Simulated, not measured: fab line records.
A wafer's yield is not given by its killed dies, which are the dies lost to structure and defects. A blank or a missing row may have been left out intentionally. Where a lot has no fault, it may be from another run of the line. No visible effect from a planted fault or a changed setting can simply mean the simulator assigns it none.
What tool caused it? | flow gf180mcu | 12 lots, 36 wafers sampled, at 5 steps of a route of 602

WHAT THE GAUGES READ, wafer by wafer
GF_M5_OVL_MEAS_08.
lot  | measured     | on         | M5_OVL (nm)
L878 | day 27 00:14 | overlay-01 | -1 -9 0
L879 | day 27 06:02 | overlay-02 | 9 4 -2
L880 | day 27 15:10 | overlay-01 | -2 0 3
L882 | day 28 10:27 | overlay-01 | 10 10 -1
L883 | day 28 17:41 | overlay-01 | 4 4 5
L884 | day 28 21:19 | overlay-01 | 15 15 6
L885 | day 29 00:35 | overlay-02 | 7 -5 2
L886 | day 29 14:35 | overlay-02 | -1 5 1
L887 | day 29 17:47 | overlay-02 | 10 13 4
L891 | day 31 07:21 | overlay-02 | 3 -3 -2
L898 | day 32 15:33 | overlay-01 | -5 -7 -9
L899 | day 32 20:02 | overlay-02 | 6 4 -7

GF_V5_THK_MEAS_03.
lot  | measured     | on            | V5_CVD_02_THK (nm)
L878 | day 27 01:10 | film_metro-02 | 1432 1481 1471
L879 | day 27 06:59 | film_metro-01 | 1446 1442 1480
L880 | day 27 16:07 | film_metro-02 | 1449 1470 1471
L882 | day 28 11:23 | film_metro-02 | 1439 1456 1455
L883 | day 28 18:37 | film_metro-01 | 1446 1431 1438
L884 | day 28 22:16 | film_metro-02 | 1434 1447 1450
L885 | day 29 01:31 | film_metro-01 | 1428 1468 1450
L886 | day 29 15:32 | film_metro-01 | 1444 1429 1456
L887 | day 29 18:43 | film_metro-02 | 1442 1444 1471
L891 | day 31 08:17 | film_metro-02 | 1426 1429 1457
L898 | day 32 16:29 | film_metro-01 | 1465 1442 1429
L899 | day 32 20:58 | film_metro-02 | 1436 1456 1461

GF_TOP_METAL_CD_MEAS_14: the cd target is 440 nm.
lot  | measured     | on        | cd_nm (nm)
L878 | day 28 18:44 | cd_sem-01 | 440.9 441.0 440.5
L879 | day 29 00:43 | cd_sem-02 | 442.8 443.1 440.8
L880 | day 29 08:07 | cd_sem-01 | 441.9 443.8 443.3
L882 | day 30 02:10 | cd_sem-01 | 440.2 440.3 438.7
L883 | day 30 11:08 | cd_sem-02 | 442.5 441.8 442.6
L884 | day 30 12:49 | cd_sem-01 | 439.4 440.0 435.3
L885 | day 30 16:58 | cd_sem-01 | 438.2 440.0 439.2
L886 | day 31 05:55 | cd_sem-02 | 440.3 439.2 438.2
L887 | day 31 08:55 | cd_sem-02 | 441.5 441.7 440.4
L891 | day 32 19:55 | cd_sem-02 | 437.0 436.7 436.1
L898 | day 34 01:43 | cd_sem-01 | 466.3 466.9 467.2
L899 | day 34 05:53 | cd_sem-01 | 460.9 462.2 463.3

WHAT TOOL EACH LOT RAN ON (gives the tool, then ch and the chambers of the sampled wafers, and finally the start)
lot  | GF_V5_CMP_04                  | GF_TOP_METAL_COAT_09
L878 | cmp-02 ch 0,1,2, day 27 01:16 | litho_track-02 ch 0, day 28 09:04
L879 | cmp-02 ch 0,1,3, day 27 07:02 | litho_track-02 ch 0, day 28 15:16
L880 | cmp-01 ch 1,3, day 27 16:12   | litho_track-02 ch 0, day 28 23:13
L882 | cmp-01 ch 2,3, day 28 11:29   | litho_track-02 ch 0, day 29 17:13
L883 | cmp-01 ch 0,2, day 28 18:41   | litho_track-02 ch 0, day 30 00:46
L884 | cmp-02 ch 0,2, day 28 22:19   | litho_track-03 ch 0, day 30 03:14
L885 | cmp-02 ch 1,3, day 29 01:37   | litho_track-02 ch 0, day 30 08:28
L886 | cmp-02 ch 0,2,3, day 29 15:39 | litho_track-02 ch 0, day 30 20:10
L887 | cmp-02 ch 0,1,2, day 29 18:49 | litho_track-04 ch 0, day 30 23:46
L891 | cmp-01 ch 0,2,3, day 31 08:41 | litho_track-02 ch 0, day 32 11:28
L898 | cmp-01 ch 0,1,3, day 32 16:33 | litho_track-02 ch 0, day 33 18:22
L899 | cmp-02 ch 0,1,3, day 32 21:01 | litho_track-02 ch 0, day 33 21:46
- GF_V5_CMP_04: polishes SiO2.
- GF_TOP_METAL_COAT_09: resist thk 1500 nm.

AS READ BY THE TOOLS THEMSELVES (means over the sampled wafers that have a number; for cases with no such wafer, the mark the record gives instead)
GF_V5_CMP_04.
lot  | tool   | head_pressure_psi (psi) | motor_current_A (A)
L878 | cmp-02 | 3.994                   | 11.8
L879 | cmp-02 | 3.994                   | 13.0
L880 | cmp-01 | 3.999                   | 11.0
L882 | cmp-01 | 3.996                   | 11.1
L883 | cmp-01 | 3.997                   | 11.9
L884 | cmp-02 | 3.999                   | 11.3
L885 | cmp-02 | 4.001                   | 13.0
L886 | cmp-02 | 3.997                   | 12.1
L887 | cmp-02 | 3.999                   | 11.9
L891 | cmp-01 | 4.005                   | 11.5
L898 | cmp-01 | 4.001                   | 11.0
L899 | cmp-02 | 3.998                   | 13.4

GF_TOP_METAL_COAT_09.
lot  | tool           | spin_speed_rpm (rpm)
L878 | litho_track-02 | 3000.9
L879 | litho_track-02 | 2999.4
L880 | litho_track-02 | 3002.2
L882 | litho_track-02 | 3002.0
L883 | litho_track-02 | 3001.6
L884 | litho_track-03 | 2999.3
L885 | litho_track-02 | 3000.0
L886 | litho_track-02 | 3001.0
L887 | litho_track-04 | 2997.8
L891 | litho_track-02 | 3001.1
L898 | litho_track-02 | 3001.4
L899 | litho_track-02 | 3000.5

THE ANSWER, worked out from the rows above alone
Rule: what is usual is taken from the lots themselves. The widest of any qualifying gaps counts: lots, ordered by their means at a reading, are off when they make up no more than a third of the lots, leave a main group of 4 or more, and stand apart from it by 3 or more times the standard deviation of that group's means. A main group is skipped when, at the precision printed for the reading in the tables above, its means are all equal. A lot without any number at a reading at which 4 lots or more have one is off too. Any other lot the step has rows for is counted as sound. The gauges are gone through in route order, then the tools' own readings, and for those a lot's mean is taken as printed above. At the first step where some lot is off, the reading lying furthest off is the one used; lots without a number count as furthest.
Off, at GF_TOP_METAL_CD_MEAS_14 on cd_nm: L898, L899. For the main group the mean is 440.2 nm and the standard deviation 1.9.
A tool fits if, at a process step before that reading, it ran every lot that is off, and no sound lot after the first of them. The gauges at GF_TOP_METAL_CD_MEAS_14 are tried like those tools. Can't be told from this: 2 tools fit, litho_track-02 at GF_TOP_METAL_COAT_09, cd_sem-01 at GF_TOP_METAL_CD_MEAS_14.

WHAT WAS PUT IN BY THE SIMULATOR
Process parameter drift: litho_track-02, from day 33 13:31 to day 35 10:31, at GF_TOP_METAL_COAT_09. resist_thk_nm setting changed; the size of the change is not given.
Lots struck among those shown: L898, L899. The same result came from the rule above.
